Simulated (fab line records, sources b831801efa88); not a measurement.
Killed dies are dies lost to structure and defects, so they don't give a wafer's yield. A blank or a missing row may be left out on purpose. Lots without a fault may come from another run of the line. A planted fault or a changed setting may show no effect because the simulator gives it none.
Chamber matching | flow sfq_line | SFQ_TRILAYER_I1_VIA_BARC_OPEN_VIA_ETCH_071 on rie_diel-01: 4 sister chambers
The step etches BARC in O2, target depth 125 nm, time 41.7 s. 4 wafers are shown with their chamber, then 7 later ones without.

WAFERS WITH THEIR CHAMBER
wafer  | chamber | drypump_motor_current_A (A)
L423.2 | 0       | 6.0
L424.3 | 2       | 5.0
L426.3 | 1       | 6.6
L426.5 | 3       | 6.5

WAFERS WITHOUT THEIR CHAMBER
wafer  | drypump_motor_current_A (A)
L426.6 | 5.0
L427.3 | 6.7
L427.5 | 6.7
L427.6 | 5.0
L429.3 | 6.7
L429.4 | 5.0
L429.5 | 6.4

WHICH CHAMBER EACH WENT THROUGH
wafer  | from the rows above     | in truth
L426.6 | 2                       | 2
L427.3 | can't be placed: 1 or 3 | 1
L427.5 | can't be placed: 1 or 3 | 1
L427.6 | 2                       | 2
L429.3 | can't be placed: 1 or 3 | 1
L429.4 | 2                       | 2
L429.5 | can't be placed: 3 or 1 | 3
Placed correctly: 3 of 7. Can't be placed from these rows: 4 (the true chamber is among the candidates in 4). Placed wrongly: 0.
How it was worked out, from the rows above alone: a wafer's distance from a chamber is the root of the sum, over the readings, of the square of ((its reading less the chamber's mean) divided by the reading's scatter). The wafer belongs to the nearest chamber; if the next one is less than 2 further off, it can't be placed. A chamber's mean is the mean of its shown wafers. The scatter: with one shown wafer a chamber, the root of the mean of the squares of how far each hidden wafer lies from its nearest shown one.
